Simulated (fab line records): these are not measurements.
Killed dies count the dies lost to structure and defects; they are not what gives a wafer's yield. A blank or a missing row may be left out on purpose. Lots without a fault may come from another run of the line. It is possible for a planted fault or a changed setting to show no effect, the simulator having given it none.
Matching of chambers | flow sfq line | 4 sister chambers for SFQ_TRILAYER_C5_ETCH_VIA_ETCH_154 on rie diel-04
The step etches SiO2 in CHF3, stops on Nb, target depth 84 nm. 4 wafers are shown with their chamber, then 7 later ones without.

## WAFERS, EACH WITH ITS CHAMBER
wafer  | chamber | oes product au (a.u.)
L078.5 | 0       | 0.911
L078.6 | 3       | 0.907
L090.1 | 2       | 0.897
L090.3 | 1       | 0.895

## WAFERS WHOSE CHAMBER IS MISSING
wafer  | oes product au (a.u.)
L090.4 | 0.900
L095.1 | 0.895
L095.4 | 0.903
L095.5 | 0.904
L097.3 | 0.885
L097.4 | 0.893
L097.6 | 0.891

## WHICH CHAMBER EACH ONE RAN IN
wafer  | from the rows above               | in truth
L090.4 | can't be placed: 2 or 1 or 3 or 0 | 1
L095.1 | can't be placed: 1 or 2           | 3
L095.4 | can't be placed: 3 or 2 or 0 or 1 | 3
L095.5 | can't be placed: 3 or 0 or 2 or 1 | 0
L097.3 | can't be placed: 1 or 2           | 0
L097.4 | can't be placed: 1 or 2           | 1
L097.6 | can't be placed: 1 or 2           | 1
Correct placement for 0 of the 7. Not placeable from these rows: 7 (in 5, the candidates include the true chamber). Number placed wrongly: 0.
How it was worked out, from the rows above alone: a wafer's distance from a chamber is the root of the sum, over the readings, of the square of ((its reading less the chamber's mean) divided by the reading's scatter). The wafer belongs to the nearest chamber; if the next one is less than 2 further off, it can't be placed. The mean given for a chamber averages the wafers shown for that chamber. The scatter: root of mean squared gap, hidden wafer to nearest shown wafer, with one shown wafer a chamber.
